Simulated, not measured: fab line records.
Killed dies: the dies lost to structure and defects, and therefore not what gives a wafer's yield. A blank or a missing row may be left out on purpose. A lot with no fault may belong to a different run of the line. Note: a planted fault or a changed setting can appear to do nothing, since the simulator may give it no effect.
fab line records	flow sky130
record lots=7	wafers=21	lastDay=50
route steps=708 shown METAL3@561 VIA3@573 PAD_OPEN@708
lots untouched by any fault: they come from a run of this same line in which no faults occurred
startH: start of the lot's first displayed wafer, in hours after the record's first day	waitH: how many hours have passed since the lot's step before this one	" identical to the entry in the row above	L1.1+2: several wafers, shown together as one row	- no value, or no start given	* or withheld: withheld	< > ~ a bound
route shown NAME@n: names a module that has steps shown in the file, with the first one's number in the route	usual: average and standard deviation across the fault-free wafers	same: alike in all rows	chamber/n: place in a boat	sites: per-site readings	_std_site: their standard deviation	_edge_site: inner sites' mean taken away from outer sites' mean	radiusMm: for every site, how far away it sits from the centre of the wafer	mask NAME#n: copy n	behind: the last tool/chamber to shape the wafer	hold: cause of the lot's hold/its duration in hours/its outcome	device: names the non-switching transistor (n, p or np)	end of line: the same wafers' tests at the end of the route	a step without rows: its recipe alone	killed: the dies lost at the first sort to structure and to defects; this is not the yield of the wafer	map: dies across one wafer; x = killed, . = not, _ = none there
set.NAME: the setting the step ran with; set.NAME@STEP: the setting that earlier step ran with	model.NAME: the simulator's own value behind a step, which no gauge read
lots at some steps of the route; a table a step, a row a wafer
services: a tool's chamber out of use, with start hour (startH, from the record's first day; less than 0 if before it), hours out, and reason
## steps
# step SKY_METAL3_PEB_11
# recipe pebTempC=withheld	pebTimeS=withheld	resist=KrF-thick
# step SKY_METAL3_DEVELOP_12
# recipe developTimeS=60	resist=KrF-thick	devTempC=21
# step SKY_METAL3_CD_MEAS_13
# recipe targetCdNm=300
# usual cdNm=300.0/1.3
lot.wafer	tool	chamber	startH	waitH	cdNm
L426.3	cdSem-01	-	922.91	-	300.3
L426.4	"	-	"	"	299.7
L426.5	"	-	"	"	301.0
L427.2	cdSem-02	-	933.88	-	300.6
L427.3	"	-	"	"	301.8
L427.5	"	-	"	"	300.2
L434.2	cdSem-01	-	991.99	-	300.1
L434.5	"	-	"	"	299.3
L434.6	"	-	"	"	299.6
L437.2	cdSem-02	-	1023.23	-	298.0
L437.4	"	-	"	"	299.7
L437.5	"	-	"	"	299.3
L439.1	cdSem-01	-	1029.57	-	300.8
L439.3	"	-	"	"	300.5
L439.4	"	-	"	"	301.1
L442.1	cdSem-01	-	1044.47	-	298.9
L442.2	"	-	"	"	297.3
L442.6	"	-	"	"	297.7
L444.2	cdSem-01	-	1050.98	-	297.4
L444.5	"	-	"	"	296.6
L444.6	"	-	"	"	298.4
# step SKY_METAL3_OVL_MEAS_14
# usual METAL3_OVL=1/4.3
lot.wafer	tool	chamber	startH	waitH	METAL3_OVL[nm]
L426.3	overlay-01	-	923.00	0.1	3
L426.4	"	-	"	"	1
L426.5	"	-	"	"	7
L427.2	overlay-01	-	933.99	0.1	-1
L427.3	"	-	"	"	-4
L427.5	"	-	"	"	2
L434.2	overlay-01	-	992.09	0.1	1
L434.5	"	-	"	"	1
L434.6	"	-	"	"	-1
L437.2	overlay-02	-	1023.34	0.1	-4
L437.4	"	-	"	"	2
L437.5	"	-	"	"	1
L439.1	overlay-02	-	1029.69	0.1	0
L439.3	"	-	"	"	4
L439.4	"	-	"	"	6
L442.1	overlay-02	-	1044.59	0.1	-2
L442.2	"	-	"	"	6
L442.6	"	-	"	"	9
L444.2	overlay-01	-	1051.09	0.1	2
L444.5	"	-	"	"	-3
L444.6	"	-	"	"	1
# step SKY_METAL3_DESCUM_15
# recipe chemistry=O2	sourcePowerW=150	biasPowerW=0	pressureMtorr=10	tempC=40	timeS=8
# step SKY_METAL3_ETCH_16
# recipe chemistry=N2/H2	target=BARC	ionEnergyEv=200	biasW=100	pressureMtorr=30	n2FlowSccm=100	h2FlowSccm=200	icpW=500	stopOn=SiO2	timeS=88.2	targetDepthA=600
# usual drypumpMotorCurrentA=5.96/0.21	h2FlowSccm=199.9/0.56	oesProductAu=0.626/0.0042	throttleValvePct=13.205/0.01
# same timeS=88.2
lot.wafer	tool	chamber	startH	waitH	drypumpMotorCurrentA	h2FlowSccm	oesProductAu	rfHoursCounterH	throttleValvePct
L426.3	rieMetal-02	0	923.09	0.0	6.20	199.4	0.626	-	13.211
L426.4	"	1	"	"	5.88	200.5	0.623	-	13.210
L426.5	"	0	"	"	6.23	199.2	0.624	-	13.207
L427.2	rieMetal-02	0	934.05	0.0	6.22	200.6	0.630	9	13.220
L427.3	"	0	"	"	6.18	200.2	0.630	-	13.213
L427.5	"	1	"	"	5.85	199.4	0.630	-	13.193
L434.2	rieMetal-04	0	992.17	0.0	6.20	198.6	0.630	12	13.223
L434.5	"	0	"	"	6.18	198.3	0.630	-	13.190
L434.6	"	1	"	"	5.35	199.1	0.629	-	13.201
L437.2	rieMetal-01	0	1023.40	0.0	6.03	199.8	0.625	19	13.213
L437.4	"	0	"	"	6.03	199.2	0.631	-	13.211
L437.5	"	1	"	"	5.73	200.2	0.618	-	13.188
L439.1	rieMetal-01	1	1029.76	0.0	5.73	200.3	0.630	5	13.207
L439.3	"	0	"	"	6.04	200.4	0.626	-	13.197
L439.4	"	1	"	"	5.72	199.9	0.630	-	13.203
L442.1	rieMetal-01	1	1044.66	0.0	5.74	199.6	0.626	6	13.199
L442.2	"	0	"	"	6.01	200.1	0.623	20	13.214
L442.6	"	0	"	"	6.08	200.1	0.628	-	13.194
L444.2	rieMetal-02	1	1051.15	0.0	5.85	199.2	0.629	26	13.202
L444.5	"	1	"	"	5.86	199.8	0.628	-	13.211
L444.6	"	0	"	"	6.18	200.3	0.629	-	13.205
# step SKY_METAL3_ETCH_17
# recipe target=SiO2	stopOn=TiN	chemistry=C4F8/O2/Ar	sourceW=1500	biasW=1200	pressureMtorr=40	c4f8FlowSccm=withheld	O2_flow_sccm=6	Ar_flow_sccm=300	timeS=3.9	targetDepthA=150
# usual oesProductAu=0.754/0.0084
# same timeS=3.9
lot.wafer	tool	chamber	startH	waitH	oesProductAu	rfHoursCounterH
L426.3	rieDiel-04	3	923.15	0.0	0.750	12
L426.4	"	1	"	"	0.753	9
L426.5	"	1	"	"	0.751	-
L427.2	rieDiel-03	3	934.15	0.1	0.757	3
L427.3	"	1	"	"	0.760	21
L427.5	"	3	"	"	0.763	-
L434.2	rieDiel-02	3	992.30	0.1	0.753	14
L434.5	"	0	"	"	0.756	-
L434.6	"	3	"	"	0.765	-
L437.2	rieDiel-02	0	1023.50	0.1	0.749	8
L437.4	"	1	"	"	0.749	9
L437.5	"	1	"	"	0.752	-
L439.1	rieDiel-02	2	1029.85	0.1	0.744	21
L439.3	"	3	"	"	0.738	15
L439.4	"	1	"	"	0.754	9
L442.1	rieDiel-02	1	1044.75	0.1	0.739	9
L442.2	"	2	"	"	0.756	21
L442.6	"	0	"	"	0.744	-
L444.2	rieDiel-04	1	1051.25	0.1	0.754	14
L444.5	"	2	"	"	0.764	-
L444.6	"	1	"	"	0.753	-
# step SKY_METAL3_METAL_ETCH_18
# recipe targetDepthA=8450	stopOn=SiO2	overEtchFrac=0.3	timeS=183.1	chemistry=Cl2/BCl3	resistSidewallDeg=88	pressureMtorr=10	icpW=900	biasW=48.5	Cl2_flow_sccm=60	bcl3FlowSccm=30
# usual drypumpMotorCurrentA=5.9/0.31	oesProductAu=0.866/0.0062	throttleValvePct=22.264/0.009
# same overEtchFrac=0.3	timeS=183.1
lot.wafer	tool	chamber	startH	waitH	drypumpMotorCurrentA	oesProductAu	rfHoursCounterH	throttleValvePct
L426.3	rieMetal-04	0	923.29	0.1	6.2	0.863	-	22.280
L426.4	"	0	"	"	6.2	0.868	-	22.267
L426.5	"	0	"	"	6.2	0.859	-	22.267
L427.2	rieMetal-01	0	934.17	0.0	6.0	0.861	13	22.261
L427.3	"	0	"	"	6.0	0.860	-	22.255
L427.5	"	1	"	"	5.7	0.861	-	22.273
L434.2	rieMetal-02	1	992.32	0.0	5.9	0.869	21	22.262
L434.5	"	1	"	"	5.9	0.863	-	22.283
L434.6	"	0	"	"	6.2	0.869	-	22.278
L437.2	rieMetal-02	1	1023.58	0.1	5.8	0.857	-	22.264
L437.4	"	1	"	"	5.8	0.863	-	22.273
L437.5	"	1	"	"	5.8	0.872	-	22.249
L439.1	rieMetal-04	1	1029.87	0.0	5.3	0.866	5	22.252
L439.3	"	1	"	"	5.3	0.877	-	22.278
L439.4	"	0	"	"	6.1	0.875	-	22.259
L442.1	rieMetal-02	1	1044.77	0.0	5.8	0.876	26	22.277
L442.2	"	0	"	"	6.2	0.876	14	22.247
L442.6	"	0	"	"	6.2	0.868	-	22.251
L444.2	rieMetal-04	0	1051.27	0.0	6.2	0.863	15	22.257
L444.5	"	1	"	"	5.3	0.881	-	22.270
L444.6	"	0	"	"	6.2	0.869	-	22.257
# step SKY_METAL3_STRIP_19
# recipe chemistry=O2/N2	powerW=1400	pressureMtorr=1500	platenTempC=withheld	o2FlowSccm=3000	n2FlowSccm=300	overashFraction=0.5
# usual drypumpMotorCurrentA=5.4/0.44	oesProductAu=0.504/0.0067	stripTimeToEndpointS=6.58/0.12
lot.wafer	tool	chamber	startH	waitH	drypumpMotorCurrentA	oesProductAu	rfHoursCounterH	stripTimeToEndpointS
L426.3	plasmaAsher-03	0	923.56	0.2	5.0	0.492	-	6.50
L426.4	"	1	"	"	5.4	0.492	-	6.51
L426.5	"	1	"	"	5.4	0.502	-	6.52
L427.2	plasmaAsher-03	0	934.34	0.1	5.0	0.499	111	6.58
L427.3	"	1	"	"	5.4	0.501	-	6.55
L427.5	"	0	"	"	5.0	0.499	-	6.64
L434.2	plasmaAsher-03	0	992.49	0.1	5.0	0.503	117	6.63
L434.5	"	1	"	"	5.4	0.509	-	6.71
L434.6	"	0	"	"	5.0	0.499	-	6.53
L437.2	plasmaAsher-04	0	1023.87	0.2	6.3	0.510	23	6.64
L437.4	"	1	"	"	5.0	0.515	-	6.68
L437.5	"	0	"	"	6.3	0.506	-	6.72
L439.1	plasmaAsher-01	0	1030.05	0.1	5.4	0.502	83	6.56
L439.3	"	1	"	"	5.7	0.496	-	6.50
L439.4	"	0	"	"	5.4	0.499	-	6.30
L442.1	plasmaAsher-03	0	1044.95	0.1	5.0	0.504	120	6.74
L442.2	"	1	"	"	5.4	0.498	120	6.66
L442.6	"	0	"	"	5.0	0.509	-	6.63
L444.2	plasmaAsher-01	1	1051.44	0.1	5.7	0.501	85	6.46
L444.5	"	0	"	"	5.3	0.500	-	6.68
L444.6	"	1	"	"	5.7	0.509	-	6.46
# step SKY_METAL3_STRIP_20
# recipe chemistry=postEtchResidueRemover	timeS=1200	tempC=72.5
# step SKY_METAL3_CLEAN_21
# recipe chemistry=IPA	timeS=180	tempC=25
# step SKY_METAL3_CLEAN_22
# recipe chemistry=O3/DIW	dry=n2Spin
# step SKY_VIA3_HDPCVD_00
# recipe material=SiO2	targetThkNm=1635	sigmaOpenFrac=0.3	timeS=272.5	tempC=400	sih4FlowSccm=60	pressureMtorr=6
# usual sih4FlowSccm=60.00/0.19
# same timeS=272.5
lot.wafer	tool	chamber	startH	waitH	sih4FlowSccm	model.SiO2_of_VIA3_HDPCVD_00.thkNm
L426.3	hdpcvd-02	2	924.15	0.0	60.00	1650
L426.4	"	2	"	"	60.34	1664
L426.5	"	1	"	"	60.09	1653
L427.2	hdpcvd-01	2	934.93	0.0	59.73	1612
L427.3	"	0	"	"	60.00	1623
L427.5	"	1	"	"	60.18	1598
L434.2	hdpcvd-02	2	993.16	0.0	59.94	1616
L434.5	"	0	"	"	60.19	1603
L434.6	"	2	"	"	60.09	1621
L437.2	hdpcvd-02	1	1024.47	0.0	72.00	1963
L437.4	"	2	"	"	71.96	1950
L437.5	"	1	"	"	72.29	1942
L439.1	hdpcvd-01	0	1030.67	0.0	59.99	1649
L439.3	"	1	"	"	59.94	1636
L439.4	"	1	"	"	60.00	1637
L442.1	hdpcvd-02	0	1045.54	0.0	72.04	1967
L442.2	"	2	"	"	71.94	1954
L442.6	"	2	"	"	72.05	1962
L444.2	hdpcvd-02	0	1052.04	0.0	72.29	1962
L444.5	"	0	"	"	72.14	1948
L444.6	"	1	"	"	72.03	1938
# step SKY_VIA3_THK_MEAS_01
# recipe reads=SiO2_of_VIA3_HDPCVD_00
# usual VIA3_HDPCVD_THK=1630/19
lot.wafer	tool	chamber	startH	waitH	VIA3_HDPCVD_THK[nm]
L426.3	filmMetro-03	-	924.34	0.1	1650
L426.4	"	-	"	"	1662
L426.5	"	-	"	"	1653
L427.2	filmMetro-04	-	935.11	0.1	1613
L427.3	"	-	"	"	1623
L427.5	"	-	"	"	1598
L434.2	filmMetro-04	-	993.34	0.1	1615
L434.5	"	-	"	"	1603
L434.6	"	-	"	"	1621
L437.2	filmMetro-04	-	1024.65	0.1	1962
L437.4	"	-	"	"	1951
L437.5	"	-	"	"	1942
L439.1	filmMetro-04	-	1030.84	0.1	1650
L439.3	"	-	"	"	1635
L439.4	"	-	"	"	1638
L442.1	filmMetro-04	-	1045.71	0.1	1967
L442.2	"	-	"	"	1953
L442.6	"	-	"	"	1962
L444.2	filmMetro-04	-	1052.21	0.1	1963
L444.5	"	-	"	"	1948
L444.6	"	-	"	"	1938
# step SKY_VIA3_CMP_02
# recipe material=SiO2	downForcePsi=4	platenRpm=60	padVelocityMS=0.94248
# usual edgeZonePressureFrac=1.000/0.0054	motorCurrentA=12.0/1.5
lot.wafer	tool	chamber	startH	waitH	edgeZonePressureFrac	motorCurrentA
L426.4	cmp-01	3	924.43	0.1	0.998	10.6
L426.3	"	0	"	"	1.000	11.5
L426.5	"	2	"	"	1.003	12.6
L427.2	cmp-02	3	935.16	0.0	0.998	13.7
L427.3	"	0	"	"	1.002	11.3
L427.5	"	3	"	"	0.998	13.8
L434.2	cmp-01	0	993.39	0.0	1.004	11.5
L434.6	"	0	"	"	0.999	10.9
L434.5	"	1	"	"	0.999	14.5
L437.4	cmp-01	1	1025.02	0.3	0.999	15.4
L437.2	"	2	"	"	1.002	12.2
L437.5	"	2	"	"	0.996	12.5
L439.3	cmp-02	0	1030.90	0.0	0.998	11.2
L439.1	"	1	"	"	1.003	11.5
L439.4	"	3	"	"	0.995	13.2
L442.1	cmp-02	1	1045.82	0.1	0.995	12.1
L442.2	"	3	"	"	1.006	13.6
L442.6	"	0	"	"	1.006	11.4
L444.2	cmp-01	3	1052.41	0.2	1.002	10.4
L444.5	"	0	"	"	1.005	11.5
L444.6	"	1	"	"	0.995	15.1
# step SKY_PAD_OPEN_PROBE_99
# usual defectLimitedYield=82.4/1.8	killed_at_M0_to_M3=44/6.4	killed_at_M4_up=3.6/2.1	killedAtContacts=23/5.1	killedAtFrontEnd=15/4.3	killedAtOther=0.3/0.56	killedDies=86/9	killedOpen=47/6.4	killedShort=39/5.8	sort_bin_3_pad_short=0.8/0.46	sort_bin_5_function=10.4/1.4	sort_bin_6_memory=6.4/1.1	sortNPass=406/9	sortYieldPct=82.4/1.8
# same grossDies=492	killedAtBackSide=0	sort_bin_4_leakage[%]=0	sort_bin_8_speed[%]=0
lot.wafer	tool	chamber	startH	waitH	defectLimitedYield[%]	killed_at_M0_to_M3	killed_at_M4_up	killedAtContacts	killedAtFrontEnd	killedAtOther	killedDies	killedOpen	killedShort	sort_bin_3_pad_short[%]	sort_bin_5_function[%]	sort_bin_6_memory[%]	sortNPass	sortYieldPct[%]
L426.3	prober-01	-	1093.54	0.2	82.5	49	2	20	15	0	86	43	43	0.8	12.2	4.5	406	82.5
L426.4	prober-01	-	1093.59	0.2	83.3	43	3	18	18	0	82	48	34	0	10.8	5.9	410	83.3
L426.5	prober-01	-	1093.64	0.2	81.1	44	2	29	18	0	93	58	35	0.6	11.8	6.5	399	81.1
L427.2	prober-01	-	1101.51	0.1	84.6	38	6	14	18	0	76	42	34	1.0	9.3	5.1	416	84.6
L427.3	prober-01	-	1101.56	0.2	79.9	50	3	27	19	0	99	63	36	1.6	11.4	7.1	393	79.9
L427.5	prober-01	-	1101.66	0.2	81.7	39	4	26	21	0	90	52	38	1.4	11.0	5.9	402	81.7
L434.2	prober-02	-	1140.88	0.1	85.0	41	3	20	10	0	74	37	37	0.4	9.8	4.9	418	85.0
L434.5	prober-02	-	1141.03	0.2	81.5	39	2	37	12	1	91	54	37	0	11.2	7.3	401	81.5
L434.6	prober-02	-	1141.08	0.2	82.5	34	11	26	15	0	86	44	42	0	11.2	6.3	406	82.5
L437.2	prober-02	-	1171.24	0.1	85.4	36	3	20	13	0	72	39	31	0.8	7.5	6.3	420	85.4
L437.4	prober-02	-	1171.34	0.2	82.7	44	1	27	13	0	85	56	28	1.6	11.4	4.3	407	82.7
L437.5	prober-02	-	1171.39	0.2	82.9	43	2	24	15	0	84	45	38	1.2	10.2	5.7	408	82.9
L439.1	prober-01	-	1175.56	0.1	79.9	53	4	26	14	2	99	52	47	1.2	11.0	7.9	393	79.9
L439.3	prober-01	-	1175.66	0.2	80.7	43	5	37	9	1	95	49	46	0.8	10.0	8.5	397	80.7
L439.4	prober-01	-	1175.71	0.2	83.9	46	4	18	11	0	79	46	33	0.8	8.1	7.1	413	83.9
L444.2	prober-01	-	1194.57	0.1	81.7	45	7	23	15	0	90	44	46	0.8	11.6	5.9	402	81.7
L444.5	prober-01	-	1194.72	0.2	82.3	52	4	18	13	0	87	53	34	0.2	11.2	6.3	405	82.3
L444.6	prober-01	-	1194.77	0.2	82.9	40	7	28	8	1	84	50	34	0.2	10.0	6.9	408	82.9
# killed by level:class
L426.3 VIA3:geometricParticle:open=11 VIA1:geometricParticle:open=7 FIELD_ISO:geometricParticle:short=6 CONTACT:geometricParticle:open=6 METAL2:geometricParticle:short=6 LI_CONTACT:geometricParticle:open=5 VIA1:geometricParticle:short=5 VIA2:geometricParticle:open=5
L426.4 VIA1:geometricParticle:open=11 LI_CONTACT:geometricParticle:open=8 CONTACT:geometricParticle:open=7 VIA2:geometricParticle:open=7 FIELD_ISO:geometricParticle:short=6 METAL1:geometricParticle:short=4 VIA1:geometricParticle:short=4 METAL2:geometricParticle:short=4
L426.5 CONTACT:geometricParticle:open=13 VIA2:geometricParticle:open=10 VIA1:geometricParticle:open=9 POLY_GATE:geometricParticle:open=7 METAL1:geometricParticle:short=7 VIA3:geometricParticle:open=7 LOCAL_INTERCONNECT:geometricParticle:short=6 POLY_GATE:geometricParticle:short=4
L427.2 CONTACT:geometricParticle:open=10 FIELD_ISO:geometricParticle:short=8 METAL2:geometricParticle:short=6 VIA1:geometricParticle:open=6 FIELD_ISO:geometricParticle:open=5 METAL1:geometricParticle:short=4 METAL2:geometricParticle:open=4 VIA2:geometricParticle:open=4
L427.3 VIA1:geometricParticle:open=13 VIA2:geometricParticle:open=11 FIELD_ISO:geometricParticle:short=7 CONTACT:geometricParticle:open=7 LI_CONTACT:geometricParticle:open=5 LOCAL_INTERCONNECT:geometricParticle:short=5 VIA3:geometricParticle:open=5 METAL2:geometricParticle:open=5
L427.5 VIA1:geometricParticle:open=10 LI_CONTACT:geometricParticle:open=8 CONTACT:geometricParticle:open=7 FIELD_ISO:geometricParticle:short=6 CONTACT:geometricParticle:short=6 METAL1:geometricParticle:short=6 FIELD_ISO:geometricParticle:open=5 VIA3:geometricParticle:open=5
L434.2 CONTACT:geometricParticle:open=10 METAL1:geometricParticle:short=8 VIA1:geometricParticle:open=6 VIA3:geometricParticle:open=6 VIA2:geometricParticle:open=5 POLY_GATE:geometricParticle:open=4 LI_CONTACT:geometricParticle:open=4 METAL3:geometricParticle:short=4
L434.5 CONTACT:geometricParticle:open=15 LI_CONTACT:geometricParticle:open=11 VIA1:geometricParticle:open=8 CONTACT:geometricParticle:short=7 METAL2:geometricParticle:short=6 VIA2:geometricParticle:open=5 METAL3:geometricParticle:short=5 POLY_GATE:geometricParticle:short=4
L434.6 LI_CONTACT:geometricParticle:open=11 VIA1:geometricParticle:open=9 METAL4:geometricParticle:short=9 POLY_GATE:geometricParticle:open=6 METAL2:geometricParticle:short=6 CONTACT:geometricParticle:short=5 VIA2:geometricParticle:open=5 VIA3:geometricParticle:open=4
L437.2 CONTACT:geometricParticle:open=10 METAL1:geometricParticle:short=6 VIA3:geometricParticle:open=6 FIELD_ISO:geometricParticle:short=5 VIA1:geometricParticle:open=5 VIA1:geometricParticle:short=5 METAL1:geometricParticle:open=4 LI_CONTACT:geometricParticle:open=3
L437.4 CONTACT:geometricParticle:open=13 VIA1:geometricParticle:open=12 VIA3:geometricParticle:open=8 LOCAL_INTERCONNECT:geometricParticle:short=7 VIA2:geometricParticle:open=7 FIELD_ISO:geometricParticle:open=6 VIA1:geometricParticle:short=5 CONTACT:geometricParticle:short=3
L437.5 LI_CONTACT:geometricParticle:open=10 VIA1:geometricParticle:open=8 FIELD_ISO:geometricParticle:short=6 METAL2:geometricParticle:short=6 CONTACT:geometricParticle:open=6 METAL1:geometricParticle:short=6 VIA2:geometricParticle:open=5 VIA2:geometricParticle:short=5
L439.1 VIA1:geometricParticle:open=11 CONTACT:geometricParticle:open=11 METAL2:geometricParticle:short=10 VIA2:geometricParticle:open=9 VIA2:geometricParticle:short=7 LOCAL_INTERCONNECT:geometricParticle:short=5 VIA1:geometricParticle:short=5 LI_CONTACT:geometricParticle:open=4
L439.3 CONTACT:geometricParticle:open=12 LI_CONTACT:geometricParticle:open=11 VIA2:geometricParticle:open=6 LOCAL_INTERCONNECT:geometricParticle:short=6 VIA1:geometricParticle:open=6 LI_CONTACT:geometricParticle:short=5 VIA2:geometricParticle:short=5 VIA3:geometricParticle:short=5
L439.4 VIA1:geometricParticle:open=10 VIA2:geometricParticle:open=10 METAL2:geometricParticle:short=6 FIELD_ISO:geometricParticle:open=5 CONTACT:geometricParticle:open=5 LI_CONTACT:geometricParticle:open=4 LOCAL_INTERCONNECT:geometricParticle:short=4 CONTACT:geometricParticle:short=4
L444.2 LI_CONTACT:geometricParticle:open=9 FIELD_ISO:geometricParticle:open=7 METAL1:geometricParticle:short=7 VIA1:geometricParticle:short=7 METAL2:geometricParticle:short=6 VIA3:geometricParticle:open=6 VIA1:geometricParticle:open=5 VIA2:geometricParticle:open=5
L444.5 VIA1:geometricParticle:open=18 VIA2:geometricParticle:open=9 CONTACT:geometricParticle:open=8 FIELD_ISO:geometricParticle:open=6 VIA3:geometricParticle:short=6 VIA3:geometricParticle:open=5 CONTACT:geometricParticle:short=4 METAL1:geometricParticle:short=4
L444.6 VIA1:geometricParticle:open=10 CONTACT:geometricParticle:open=9 VIA2:geometricParticle:open=9 METAL1:geometricParticle:short=8 CONTACT:geometricParticle:short=7 LI_CONTACT:geometricParticle:open=6 VIA3:geometricParticle:open=6 METAL4:geometricParticle:short=4
## services
tool	chamber	startH	hours	kind
rieMetal-02	0	903.72	4.0	repair
cmp-01	-	911.05	9.3	pm
cmp-01	-	920.35	4.0	pm
plasmaAsher-04	-	941.08	2.4	repair
hdpcvd-02	-	950.25	15.0	pm
rieMetal-04	-	956.59	0.4	repair
cmp-01	-	958.90	0.5	repair
cmp-02	-	960.41	1.6	repair
rieMetal-04	0	965.27	18.7	repair
rieMetal-04	-	968.31	1.9	repair
rieMetal-04	-	974.83	5.6	repair
rieMetal-01	1	976.91	5.8	repair
cmp-02	-	985.09	2.3	repair
rieMetal-01	1	1002.51	6.5	repair
plasmaAsher-03	-	1002.60	15.6	pm
rieDiel-04	0	1005.22	51.0	repair
rieMetal-01	-	1011.18	1.9	repair
rieMetal-02	0	1018.10	22.7	repair
plasmaAsher-03	-	1020.95	8.1	repair
hdpcvd-02	2	1034.74	4.7	repair
cmp-02	-	1039.13	1.7	repair
cmp-01	-	1040.74	6.9	repair
hdpcvd-02	2	1047.57	3.9	repair
plasmaAsher-03	-	1047.83	11.6	repair
## key
firstSign step=SKY_VIA3_HDPCVD_00	reading=sih4FlowSccm	direction=up	sigmas=63	usual=60.00	struck=72.08
effect step=SKY_VIA3_THK_MEAS_01	reading=VIA3_HDPCVD_THK	direction=up	sigmas=17	usual=1630	struck=1954
modelEffect step=SKY_VIA3_HDPCVD_00	value=SiO2_of_VIA3_HDPCVD_00.thkNm	without=1627	struck=1954
metAt SKY_VIA3_HDPCVD_00
struckWafers L437.2,L437.4,L437.5,L442.1,L442.2,L442.6,L444.2,L444.5,L444.6
onsetBetween 993.16 1024.47
fault kind=processParameterDrift	tool=hdpcvd-02	chamber=-	onsetH=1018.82	steps=SKY_VIA3_HDPCVD_00	channel=sih4FlowSccm	offset=12	shape=step	endH=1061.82	actsIn=theseRecipesOnly	stated=60
